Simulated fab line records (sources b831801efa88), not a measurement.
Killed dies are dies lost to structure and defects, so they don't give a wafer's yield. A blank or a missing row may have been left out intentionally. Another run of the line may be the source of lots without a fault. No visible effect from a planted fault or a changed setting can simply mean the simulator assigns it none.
Struck lot and sound lot, side by side | flow sfq_line | 14 out of 325 route steps
Sound: these wafers, L951.4, L951.5, L951.6. Struck: wafer L944.4 (left out: L944.2, L944.6 of the same lot, which were not struck); the cause appears at the end.
For every step that has rows: the tool of each side, followed by ch and its chambers, followed by its first start. Under that, the readings that differ: sound wafers | struck wafers | difference of the means | sigmas: that difference in standard deviations of wafers without a fault.
alike: same words and numbers on both sides, and readings whose means sit less than 2 such deviations apart. not compared: any withheld reading, any reading some wafer has no value for, any bound like >300 that may hide the same value, and any number with overlapping values for which the record gives no deviation.
A row with sigmas, a row that says differs or no value, or rows on one side alone: a step with any of these is where the two part. Numbers that have no deviation but don't overlap get no sigmas and don't part them. A reading missing from all wafers of one side parts the sides only when that side holds two or more wafers.

first, 2 steps without rows for these wafers: SFQ_TRILAYER_I1_VIA_STRIP_SOLV_CLEAN_054 (cleans in NMP, time 600 s); SFQ_TRILAYER_M2_DEP_PRE_CLEAN_056 (time 22.5 s).
SFQ_TRILAYER_M2_DEP_SPUTTER_055: material Nb, target thk 200 nm, time 133.3 s.
  sound on pvd_sputter-04, day 35 12:28; struck on pvd_sputter-03, day 27 07:07
  alike: chamber_pressure_pa, throttle_valve_pct
SFQ_M2_RS_MEAS_914: a four-point-probe measurement.
  sound on film_metro-04, day 35 12:38; struck on film_metro-01, day 27 07:13
  alike: M2_NB_RS
then, 6 steps without rows for these wafers: SFQ_TRILAYER_M2_LITHO_COAT_062 (resist thk 62 nm); SFQ_TRILAYER_M2_LITHO_COAT_057 (resist thk 600 nm); SFQ_TRILAYER_M2_LITHO_SOFTBAKE_061; SFQ_TRILAYER_M2_LITHO_EXPOSE_058 (exposes mask M2, target cd 500 nm); SFQ_TRILAYER_M2_LITHO_PEB_060 (peb time 60 s); SFQ_TRILAYER_M2_LITHO_DEVELOP_059 (time 60 s).
-- the record jumps here: 6 days lie between the struck wafers' starts before and after --
SFQ_M2_OVL_MEAS_916:
  sound on overlay-01, day 35 15:01; struck on overlay-02, day 33 10:17
  alike: M2_OVL
SFQ_TRILAYER_M2_BARC_OPEN_METAL_ETCH_077: etches BARC in O2, target depth 125 nm, time 41.7 s.
  sound on rie_metal-04 ch 0,1, day 35 15:03; struck on rie_metal-01 ch 0, day 33 10:19
  reading                                             | sound             | struck | difference | sigmas
  oes_product_au (a.u.)                               | 0.682 0.687 0.687 | 0.798  | +0.113     | +25
  run_length_s (s)                                    | 69.4 70.0 69.4    | 62.5   | -7.1       | -18
  model.KrF_of_TRILAYER_M2_LITHO_COAT_057.thk_nm (nm) | 518.9 522.9 521.2 | 531.5  | +10.5      |
  alike: drypump_motor_current_A
  not compared: rf_hours_counter_h
SFQ_TRILAYER_M2_ETCH_METAL_ETCH_060: etches Nb in Cl2/Ar, stops on SiO2, target depth 240 nm, time 120 s.
  sound on rie_metal-04 ch 0,1, day 35 15:08; struck on rie_metal-01 ch 0, day 33 10:23
  reading                                             | sound             | struck | difference | sigmas
  run_length_s (s)                                    | 148.1 148.3 148.2 | 149.0  | +0.8       | +2
  model.KrF_of_TRILAYER_M2_LITHO_COAT_057.thk_nm (nm) | 378.1 381.9 381.1 | 392.4  | +12.0      |
  alike: drypump_motor_current_A, oes_product_au
  not compared: rf_hours_counter_h
SFQ_TRILAYER_M2_STRIP_STRIP_061: strips in O2.
  sound on rie_metal-04 ch 0,1, day 35 15:25; struck on rie_metal-01 ch 0, day 33 10:30
  alike: drypump_motor_current_A, oes_product_au
  not compared: rf_hours_counter_h

WHERE THEY PART
Last at SFQ_TRILAYER_M2_ETCH_METAL_ETCH_060 as far as this record goes, first at SFQ_TRILAYER_M2_BARC_OPEN_METAL_ETCH_077. Later steps at which nothing parts them and some readings are alike: SFQ_TRILAYER_M2_STRIP_STRIP_061.

WHY: what the simulator had put in
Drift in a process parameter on rie_metal-01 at SFQ_TRILAYER_M2_BARC_OPEN_METAL_ETCH_077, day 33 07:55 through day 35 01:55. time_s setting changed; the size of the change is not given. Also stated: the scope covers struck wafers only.
